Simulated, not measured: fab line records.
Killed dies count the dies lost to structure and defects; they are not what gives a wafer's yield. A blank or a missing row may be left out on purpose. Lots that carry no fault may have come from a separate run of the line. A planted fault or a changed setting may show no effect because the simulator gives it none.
Which of the tools did it? :: flow gf180mcu :: Sampling: 13 lots, 39 wafers, 2 of 602 route steps

## WHAT THE GAUGES SHOWED, per wafer
GF_CONTACT_THK_MEAS_26: measures by xrf. Usual: CONTACT_W_THK typically reads 296 nm, with standard deviation 4.3.
lot: L327
measured: day 16 01:34
on: film_metro-02
CONTACT_W_THK (nm): 294 299 299
flag: 

lot: L328
measured: day 16 11:59
on: film_metro-02
CONTACT_W_THK (nm): 299 294 293
flag: 

lot: L329
measured: day 16 22:07
on: film_metro-02
CONTACT_W_THK (nm): 295 301 298
flag: 

lot: L330
measured: day 17 02:33
on: film_metro-04
CONTACT_W_THK (nm): 294 297 304
flag: 

lot: L331
measured: day 18 00:03
on: film_metro-03
CONTACT_W_THK (nm): 294 293 292
flag: 

lot: L332
measured: day 18 02:35
on: film_metro-02
CONTACT_W_THK (nm): 297 298 300
flag: 

lot: L333
measured: day 18 15:35
on: film_metro-03
CONTACT_W_THK (nm): 292 302 298
flag: 

lot: L341
measured: day 21 22:36
on: film_metro-03
CONTACT_W_THK (nm): 302 299 301
flag: 

lot: L342
measured: day 21 22:42
on: film_metro-04
CONTACT_W_THK (nm): 295 302 302
flag: 

lot: L346
measured: day 23 03:31
on: film_metro-03
CONTACT_W_THK (nm): 297 289 296
flag: 

lot: L347
measured: day 23 11:35
on: film_metro-04
CONTACT_W_THK (nm): 302 302 300
flag: 

lot: L349
measured: day 24 06:37
on: film_metro-04
CONTACT_W_THK (nm): 297 300 296
flag: 

lot: L350
measured: day 24 09:19
on: film_metro-03
CONTACT_W_THK (nm): 302 302 298
flag: 

## WHAT TOOL EACH LOT RAN ON (gives the tool, then ch and the chambers of the sampled wafers, and finally the start)
lot: L327
GF_CONTACT_SPUTTER_23: pvd_sputter-01, day 16 01:17

lot: L328
GF_CONTACT_SPUTTER_23: pvd_sputter-03, day 16 11:43

lot: L329
GF_CONTACT_SPUTTER_23: pvd_sputter-03, day 16 21:50

lot: L330
GF_CONTACT_SPUTTER_23: pvd_sputter-01, day 17 02:17

lot: L331
GF_CONTACT_SPUTTER_23: pvd_sputter-01, day 17 23:47

lot: L332
GF_CONTACT_SPUTTER_23: pvd_sputter-02, day 18 02:20

lot: L333
GF_CONTACT_SPUTTER_23: pvd_sputter-02, day 18 15:18

lot: L341
GF_CONTACT_SPUTTER_23: pvd_sputter-03, day 21 22:20

lot: L342
GF_CONTACT_SPUTTER_23: pvd_sputter-01, day 21 22:26

lot: L346
GF_CONTACT_SPUTTER_23: pvd_sputter-01, day 23 03:15

lot: L347
GF_CONTACT_SPUTTER_23: pvd_sputter-03, day 23 11:20

lot: L349
GF_CONTACT_SPUTTER_23: pvd_sputter-01, day 24 06:20

lot: L350
GF_CONTACT_SPUTTER_23: pvd_sputter-03, day 24 09:02
- GF_CONTACT_SPUTTER_23: material TiN, target thk 10 nm, time 40 s.

## WHAT THE TOOLS THEMSELVES READ (means of the sampled wafers that have a number; where no wafer has one, the mark that the record gives instead)
GF_CONTACT_SPUTTER_23. Usual: throttle_valve_pct at 29.9 %, with a standard deviation of 0.77.
lot: L327
tool: pvd_sputter-01
throttle_valve_pct (%): 29.6
flag: 

lot: L328
tool: pvd_sputter-03
throttle_valve_pct (%): 30.7
flag: 

lot: L329
tool: pvd_sputter-03
throttle_valve_pct (%): 30.8
flag: 

lot: L330
tool: pvd_sputter-01
throttle_valve_pct (%): 29.5
flag: 

lot: L331
tool: pvd_sputter-01
throttle_valve_pct (%): 30.3
flag: 

lot: L332
tool: pvd_sputter-02
throttle_valve_pct (%): 29.6
flag: 

lot: L333
tool: pvd_sputter-02
throttle_valve_pct (%): 29.6
flag: 

lot: L341
tool: pvd_sputter-03
throttle_valve_pct (%): 30.5
flag: 

lot: L342
tool: pvd_sputter-01
throttle_valve_pct (%): 30.2
flag: 

lot: L346
tool: pvd_sputter-01
throttle_valve_pct (%): 30.2
flag: 

lot: L347
tool: pvd_sputter-03
throttle_valve_pct (%): 30.9
flag: 

lot: L349
tool: pvd_sputter-01
throttle_valve_pct (%): 29.7
flag: 

lot: L350
tool: pvd_sputter-03
throttle_valve_pct (%): 29.7
flag: 

## THE ANSWER, worked out from the rows above alone
Rule: a lot is off if the mean of its wafers that have a number lies more than 3 standard deviations from the usual mean. Also off: a lot with no number at a reading for which 4 or more lots have one. The other lots that the step has rows for count as sound. The gauges are gone through in route order, then the tools' own readings, and for those a lot's mean is taken as printed above. At the first step where some lot is off, the reading lying furthest off is the one used; lots without a number count as furthest.
Nothing can be told from this: no lot is off at any reading shown.

## WHAT THE SIMULATOR HAD PUT IN
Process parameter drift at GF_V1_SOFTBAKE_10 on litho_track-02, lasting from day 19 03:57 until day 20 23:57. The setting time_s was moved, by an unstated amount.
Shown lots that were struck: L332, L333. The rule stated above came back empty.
